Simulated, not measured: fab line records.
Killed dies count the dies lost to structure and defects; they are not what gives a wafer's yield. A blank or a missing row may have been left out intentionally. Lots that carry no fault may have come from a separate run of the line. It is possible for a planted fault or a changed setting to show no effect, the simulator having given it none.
Problem report in the 8D (eight disciplines) form, filled by code -- flow gf180mcu -- the parts of the form that need people (team, actions taken, sign-off) are left out

1. WHAT IS WRONG
Across 6 wafers from 2 lots, MVPSD_RS at GF_VT_IMPLANT_RS_MEAS_49 averages 1186.5 ohm/sq, while fault-free wafers read 1169.0 ohm/sq with a standard deviation of 2.9. Relative to the usual mean, that is a shift of +6.0 standard deviations.
The step: measures by four-point-probe.
Seen first at day 13 05:35 on filmMetro-01, wafer L620.1. The record holds 39 wafers of 13 lots with a number at this step. The rule behind "out" and "out of limits": a value lying over 4 standard deviations away from the usual mean. The other wafers with a number count as sound.

2. WHAT IT IS, WHAT IT ISN'T
question,is,is not
which readings at this step,MVPSD_RS,-
which lots,"L620, L621","L602, L603, L604, L605, L606, L607, L610, L611, L612, L616, L622"
which wafers of those lots,all that have a number,-
read on which gauges,"filmMetro-01, filmMetro-03",filmMetro-04
when,from day 13 05:35,up to then (30 sound wafers); but 3 sound wafers of L622 came after

3. WHAT RULES OUT EACH SUSPECT
Counting: a tool at any process step up to the reading remains a suspect when it ran all the lots that are out and ran no sound lot after the first of those.
- the gauge at GF_VT_IMPLANT_RS_MEAS_49 has been ruled out. The wafers that are out were read on 2 gauges (filmMetro-01, filmMetro-03).
- implanter-04 at GF_MVPSD_IMPLANT_08: kept. Every lot that is out went through it, starting with L620 (day 10 01:01), and after that it ran no sound lot; the last sound lot it ran before then is L616 (day 9 03:49). Its own beamEnergyKeV readings are out on those wafers.
The count leaves implanter-04 at GF_MVPSD_IMPLANT_08.

4. THE CAUSE (what the simulator had put in)
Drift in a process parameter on implanter-04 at GF_MVPSD_IMPLANT_08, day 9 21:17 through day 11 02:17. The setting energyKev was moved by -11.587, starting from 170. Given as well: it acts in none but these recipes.
The count eliminated every tool but this one.

5. THE CHAIN OF EFFECTS, in route order
Each row: a reading where the mean over the struck wafers with a number is more than 3 standard deviations away from the usual. Only readings for which the record gives a usual standard deviation are gone through. hours: the time from each lot's start at the first step in this table that gives one to its start at this step, as a median over the lots. sigmas: the change in usual standard deviations.
hours,step,reading,usual,on struck wafers,change,sigmas
0,GF_MVPSD_IMPLANT_08,beamEnergyKeV,169.98,158.44,-11.53,-99 or more
77,GF_VT_IMPLANT_RS_MEAS_49,MVPSD_RS,1169.0 ohm/sq,1186.5,+17.5,+6.0
Process steps it contains:
- GF_MVPSD_IMPLANT_08

6. WHAT WOULD HAVE CAUGHT IT SOONER
80 hours passed between the start of the fault at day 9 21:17 and the first reading out of limits at a measuring or inspecting step in this record, taken at day 13 05:35.
At GF_MVPSD_IMPLANT_08, the tool's own readings (beamEnergyKeV) were out on each struck wafer the step has a row for, so an alarm limit on them would have fired on the first such wafer.
The start of GF_MVPSD_IMPLANT_08 on implanter-04 came by day 13 05:35 for every one of the lots that are out (2). Tool hold at that time: it would have spared none of them.
